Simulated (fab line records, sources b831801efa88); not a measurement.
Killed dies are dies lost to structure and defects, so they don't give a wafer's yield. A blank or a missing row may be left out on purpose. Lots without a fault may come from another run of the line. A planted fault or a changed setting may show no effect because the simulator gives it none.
A struck lot beside a sound one | flow sky130 | 16 steps out of a route of 708
Sound: wafers L855.4, L855.5, L855.6. Struck: wafer L845.3. (L845.2, L845.5 of the same lot were not struck and are left out.) The cause comes at the end.
At each step with rows: each side's tool, then ch and its chambers, then its first start. Under that, the readings that differ: sound wafers | struck wafers | difference of the means | sigmas: that difference in standard deviations of wafers without a fault.
alike: readings whose means differ by less than 2 such deviations, and words and numbers that are the same on both sides. not compared: withheld readings, readings that some wafer has no value for, bounds like >300 that may hide the same value, and numbers for which the record gives no deviation and whose values overlap.
The two part at a step that has a row with sigmas, a row that says differs or no value, or rows on one side only. Numbers that don't overlap but have no deviation are shown without sigmas and don't part them. A reading that every wafer of one side lacks parts them only if that side has two wafers or more.

first, 2 steps without rows for these wafers: SKY_LOCAL_INTERCONNECT_PEB_09; SKY_LOCAL_INTERCONNECT_DEVELOP_10 (develop time 60 s).
SKY_LOCAL_INTERCONNECT_CD_MEAS_11: target cd 170 nm.
  sound on cd_sem-01, day 34 15:04; struck on cd_sem-01, day 31 02:09
  alike: cd_nm
SKY_LOCAL_INTERCONNECT_OVL_MEAS_12:
  sound on overlay-02, day 34 15:09; struck on overlay-01, day 31 02:15
  reading                     | sound  | struck | difference | sigmas
  LOCAL_INTERCONNECT_OVL (nm) | -4 5 2 | 14     | +13        | +2
SKY_LOCAL_INTERCONNECT_ETCH_13: etches BARC in N2/H2, stops on SiO2, time 45.9 s, target depth 60 nm.
  sound on rie_metal-03 ch 0, day 34 15:14; struck on rie_metal-01 ch 0, day 31 02:18
  alike: drypump_motor_current_A, oes_product_au, throttle_valve_pct
  not compared: rf_hours_counter_h
SKY_LOCAL_INTERCONNECT_METAL_ETCH_14: etches TiN in Cl2/BCl3, stops on PSG, target depth 110 nm, time 31.4 s.
  sound on rie_metal-03 ch 0, day 34 15:21; struck on rie_metal-01 ch 0, day 31 02:26
  alike: drypump_motor_current_A, oes_product_au, throttle_valve_pct
  not compared: rf_hours_counter_h
SKY_LOCAL_INTERCONNECT_STRIP_15: strips in O2/N2.
  sound on plasma_asher-01 ch 0,1, day 34 15:26; struck on plasma_asher-03 ch 0, day 31 02:31
  alike: drypump_motor_current_A, oes_product_au, strip_time_to_endpoint_s
  not compared: rf_hours_counter_h
then, 3 steps without rows for these wafers: SKY_LOCAL_INTERCONNECT_STRIP_16 (strips in post etch residue remover, time 1200 s); SKY_LOCAL_INTERCONNECT_CLEAN_17 (cleans in IPA, time 180 s); SKY_LOCAL_INTERCONNECT_CLEAN_18 (cleans in O3/DIW).
SKY_CONTACT_CVD_00: deposits Si3N4, target thk 75 nm.
  sound on pecvd-04 ch 0,1,2, day 34 16:01; struck on pecvd-03 ch 0, day 31 03:06
  alike: heater_power_w
SKY_CONTACT_THK_MEAS_01:
  sound on film_metro-02, day 34 16:03; struck on film_metro-01, day 31 03:09
  alike: CONTACT_CVD_00_THK
SKY_CONTACT_HDPCVD_02: deposits SiO2, target thk 565 nm, time 94.2 s.
  sound on hdpcvd-01 ch 0,1,2, day 34 16:07; struck on hdpcvd-02 ch 2, day 31 03:12
  reading                                     | sound             | struck | difference | sigmas
  run_length_s (s)                            | 122.8 121.8 121.4 | 104.3  | -17.7      | -51
  model.SiO2_of_CONTACT_HDPCVD_02.thk_nm (nm) | 566.3 570.9 555.6 | 459.2  | -105.1     |
SKY_CONTACT_THK_MEAS_03:
  sound on film_metro-04, day 34 16:11; struck on film_metro-04, day 31 03:30
  reading                 | sound       | struck | difference | sigmas
  CONTACT_HDPCVD_THK (nm) | 566 571 556 | 459    | -105       | -20
  not compared: hold
SKY_CONTACT_CMP_04: polishes SiO2.
  sound on cmp-02 ch 1,2,3, day 34 16:19; struck on cmp-01 ch 1, day 31 05:33
  reading                | sound    | struck                   | difference                   | sigmas
  hold                   | - - -    | await_dispo/1.9h/release | no value on the sound wafers |
  time_to_endpoint_s (s) | 86 83 83 | 42                       | -42                          | -10
  alike: motor_current_A
SKY_CONTACT_BOW_MEAS_05:
  sound on film_metro-01, day 34 16:34; struck on film_metro-01, day 31 05:49
  alike: CONTACT_BOW

WHERE THEY PART
First at SKY_LOCAL_INTERCONNECT_OVL_MEAS_12; last, within this record, at SKY_CONTACT_CMP_04. Later steps at which nothing parts them and some readings are alike: SKY_CONTACT_BOW_MEAS_05.

WHY: what the simulator had put in
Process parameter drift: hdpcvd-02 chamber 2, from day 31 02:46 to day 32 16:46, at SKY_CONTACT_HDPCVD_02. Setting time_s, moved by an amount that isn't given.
